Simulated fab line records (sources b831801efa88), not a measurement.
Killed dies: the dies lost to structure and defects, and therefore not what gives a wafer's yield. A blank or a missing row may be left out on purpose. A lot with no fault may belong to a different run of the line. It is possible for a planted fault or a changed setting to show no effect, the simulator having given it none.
Chamber matching ; flow sky130 ; 3 sister chambers for SKY_CAPM_CVD_00 on pecvd-04
The step deposits SiO2, target thk 15.5 nm. 6 wafers are shown with their chamber, then 8 later ones without.

EACH WAFER AND ITS CHAMBER
wafer;chamber;heater power w (W)
L086.1;0;882
L086.2;1;688
L086.5;0;871
L087.3;1;631
L087.5;2;958
L092.2;2;984

WAFERS MISSING THEIR CHAMBER
wafer;heater power w (W)
L092.4;973
L092.6;830
L093.2;916
L093.3;776
L093.4;758
L096.2;959
L096.3;851
L096.4;847

EACH ONE'S CHAMBER
wafer;from the rows above;in truth
L092.4;2;2
L092.6;0;0
L093.2;can't be placed: 0 or 2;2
L093.3;can't be placed: 0 or 1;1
L093.4;can't be placed: 1 or 0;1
L096.2;2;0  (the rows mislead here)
L096.3;0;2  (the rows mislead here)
L096.4;0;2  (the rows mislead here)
2 of 8 placed correctly. Not placeable from these rows: 3 (in 3, the candidates include the true chamber). Number placed wrongly: 3.
How it was worked out, from the rows above alone: a wafer's distance from a chamber is the root of the sum, over the readings, of the square of ((its reading less the chamber's mean) divided by the reading's scatter). If the next closest chamber is less than 2 further off than the closest, the wafer can't be placed; otherwise it belongs to the closest. For every chamber, the mean is computed from those of its wafers that are shown. The scatter: the root of (the sum of the squares of (reading less its chamber's mean) over the shown wafers, divided by (wafers less chambers)).
